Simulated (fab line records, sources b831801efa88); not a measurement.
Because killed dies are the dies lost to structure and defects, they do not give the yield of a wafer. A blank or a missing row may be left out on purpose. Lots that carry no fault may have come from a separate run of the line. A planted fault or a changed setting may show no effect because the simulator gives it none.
The tool behind it: which one? | flow sky130 | 42 wafers from 14 lots sampled at 3 of the route's 708 steps

WHAT THE GAUGES READ, wafer by wafer
SKY_VT_ADJUST_LVTN_TW_MEAS_10.
lot  | measured     | on           | VT_ADJUST_LVTN_TW
L990 | day 6 18:41  | filmMetro-02 | 244.6 244.3 244.5
L991 | day 7 02:20  | filmMetro-04 | 240.6 240.7 239.5
L992 | day 7 06:29  | filmMetro-04 | 240.5 240.5 240.3
L995 | day 8 03:31  | filmMetro-03 | 240.8 242.0 240.8
L996 | day 8 12:17  | filmMetro-02 | 244.2 244.6 244.6
L997 | day 8 18:05  | filmMetro-04 | 240.2 242.0 241.1
L998 | day 9 00:23  | filmMetro-03 | 241.9 241.8 241.2
L999 | day 9 08:59  | filmMetro-03 | 241.6 241.0 241.8
L100 | day 9 14:23  | filmMetro-02 | 241.8 243.9 244.4
L102 | day 10 08:34 | filmMetro-04 | 240.8 240.5 240.0
L105 | day 11 05:20 | filmMetro-03 | 239.5 240.7 240.1
L107 | day 11 15:35 | filmMetro-02 | 243.1 244.0 243.8
L110 | day 12 18:25 | filmMetro-03 | 241.9 241.5 242.5
L113 | day 13 02:34 | filmMetro-04 | 240.7 241.0 241.8

SKY_GATE_OXIDE_THK_MEAS_02.
lot  | measured     | on           | GATE_OXIDE_OXIDATION_00_THK (nm)
L990 | day 12 16:52 | filmMetro-04 | 10.34 10.59 10.41
L991 | day 13 03:08 | filmMetro-04 | 10.12 9.99 10.08
L992 | day 13 06:03 | filmMetro-01 | 10.50 10.52 10.56
L995 | day 14 09:13 | filmMetro-04 | 10.29 10.30 10.45
L996 | day 14 20:11 | filmMetro-01 | 10.26 10.36 10.24
L997 | day 15 02:58 | filmMetro-02 | 10.45 10.53 10.54
L998 | day 15 10:07 | filmMetro-02 | 10.67 10.62 10.51
L999 | day 15 23:11 | filmMetro-04 | 10.45 10.41 10.50
L100 | day 16 04:34 | filmMetro-02 | 10.24 10.38 10.21
L102 | day 17 04:19 | filmMetro-01 | 10.31 10.29 10.40
L105 | day 18 05:53 | filmMetro-02 | 10.41 10.40 10.38
L107 | day 18 16:38 | filmMetro-01 | 8.11 7.96 8.05
L110 | day 20 05:23 | filmMetro-02 | 8.19 8.18 8.03
L113 | day 20 10:44 | filmMetro-02 | 10.37 10.27 10.55

WHICH TOOL RAN EACH LOT (tool, then ch and the chambers of the sampled wafers, then the start)
lot  | SKY_GATE_OXIDE_OXIDATION_01
L990 | furnace-01 ch 0, day 12 15:26
L991 | furnace-01 ch 0, day 13 01:43
L992 | furnace-01 ch 0, day 13 04:39
L995 | furnace-02 ch 0, day 14 07:48
L996 | furnace-02 ch 0, day 14 18:46
L997 | furnace-01 ch 0, day 15 01:33
L998 | furnace-01 ch 0, day 15 08:41
L999 | furnace-01 ch 0, day 15 21:46
L100 | furnace-02 ch 0, day 16 03:10
L102 | furnace-01 ch 0, day 17 02:55
L105 | furnace-02 ch 0, day 18 04:28
L107 | furnace-01 ch 0, day 18 15:13
L110 | furnace-01 ch 0, day 20 03:57
L113 | furnace-02 ch 0, day 20 09:20
- SKY_GATE_OXIDE_OXIDATION_01: stabilise 600 s, purge 300 s, target thk 10.268 nm.

WHAT THE TOOLS THEMSELVES READ (means of the sampled wafers that have a number; where no wafer has one, the mark that the record gives instead)
SKY_GATE_OXIDE_OXIDATION_01.
lot  | tool       | spikeTcBottomC (C) | spikeTcCentreC (C) | spikeTcLowerC (C) | spikeTcTopC (C) | spikeTcUpperC (C) | tubeCenterTempC (C) | tube_center_temp_C_max | zonePowerTopPct (%)
L990 | furnace-01 | 917.4              | 901.8              | 898.9             | 908             | 898.2             | 900                 | 902.7                  | 37.0
L991 | furnace-01 | 916.3              | 901.8              | 898.5             | 907             | 896.2             | 900                 | 902.4                  | 37.0
L992 | furnace-01 | 916.7              | 900.0              | 898.7             | 907             | 897.1             | 900                 | 902.1                  | 37.0
L995 | furnace-02 | 920.4              | 901.3              | 900.8             | 913             | 898.1             | 900                 | 902.3                  | 37.5
L996 | furnace-02 | 920.6              | 901.7              | 900.5             | 913             | 898.5             | 900                 | 902.3                  | 37.7
L997 | furnace-01 | 916.8              | 900.2              | 899.5             | 907             | 896.8             | 900                 | 902.5                  | 36.7
L998 | furnace-01 | 918.0              | 900.7              | 899.2             | 907             | 896.8             | 900                 | 902.4                  | 36.7
L999 | furnace-01 | 917.0              | 900.6              | 898.6             | 907             | 897.1             | 900                 | 902.1                  | 36.7
L100 | furnace-02 | 919.1              | 902.3              | 900.7             | 913             | 898.6             | 900                 | 902.2                  | 37.9
L102 | furnace-01 | 918.4              | 900.9              | 900.2             | 907             | 897.1             | 900                 | 902.1                  | 36.9
L105 | furnace-02 | 920.5              | 902.3              | 900.2             | 912             | 898.7             | 900                 | 902.3                  | 37.7
L107 | furnace-01 | 894.2              | 877.1              | 875.4             | 885             | 874.8             | 877                 | 878.7                  | 35.5
L110 | furnace-01 | 894.7              | 878.6              | 875.6             | 884             | 874.6             | 877                 | 879.3                  | 35.2
L113 | furnace-02 | 918.9              | 901.3              | 901.0             | 913             | 899.0             | 900                 | 902.5                  | 37.6

THE ANSWER, worked out from the rows above alone
Rule: the lots themselves supply what counts as usual. The widest of any qualifying gaps counts: lots, ordered by their means at a reading, are off when they make up no more than a third of the lots, leave a main group of 4 or more, and stand apart from it by 3 or more times the standard deviation of that group's means. If all means in a main group match to the digits the tables above print for the reading, that group is not used. Also off: a lot with no number at a reading for which 4 or more lots have one. Any other lot the step has rows for is counted as sound. After the gauges, taken in route order, come the tools' own readings; for these a lot's mean is taken, as printed above. At the first step where some lot is off, the reading lying furthest off is the one used; lots without a number count as furthest.
Off: L107, L110, seen at SKY_GATE_OXIDE_THK_MEAS_02 (GATE_OXIDE_OXIDATION_00_THK). Mean 10.39 nm and standard deviation 0.14 in the main group.
If a tool, at a process step before that reading, ran all the lots that are off and no sound lot after the first of them, it fits. Not tried: the gauges at SKY_GATE_OXIDE_THK_MEAS_02; whatever is off there is also off at SKY_GATE_OXIDE_OXIDATION_01, on other tools, and gauge error can't account for it. One fits: SKY_GATE_OXIDE_OXIDATION_01 on furnace-01. A fault onset in the window from L102 (day 17 02:55, its last sound lot) to L107 (day 18 15:13, its first lot off) fits.
The tool's own readings at SKY_GATE_OXIDE_OXIDATION_01 bear it out: on the lots that are off they differ by more than 5 times the standard deviation of the sound lots' means. spikeTcBottomC reads 894.5 C there against 918.3 C on the sound lots; spikeTcCentreC reads 877.9 C there against 901.2 C on the sound lots; spikeTcLowerC reads 875.5 C there against 899.7 C on the sound lots; spikeTcTopC reads 884 C there against 910 C on the sound lots; spikeTcUpperC reads 874.7 C there against 897.7 C on the sound lots; tubeCenterTempC reads 877 C there against 900 C on the sound lots; tube_center_temp_C_max reads 879.0 there against 902.3 on the sound lots.

WHAT THE SIMULATOR HAD INSERTED
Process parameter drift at SKY_GATE_OXIDE_OXIDATION_01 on furnace-01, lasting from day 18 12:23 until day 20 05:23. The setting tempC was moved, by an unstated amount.
Lots struck among those shown: L107, L110. This agrees with what the rule above found.
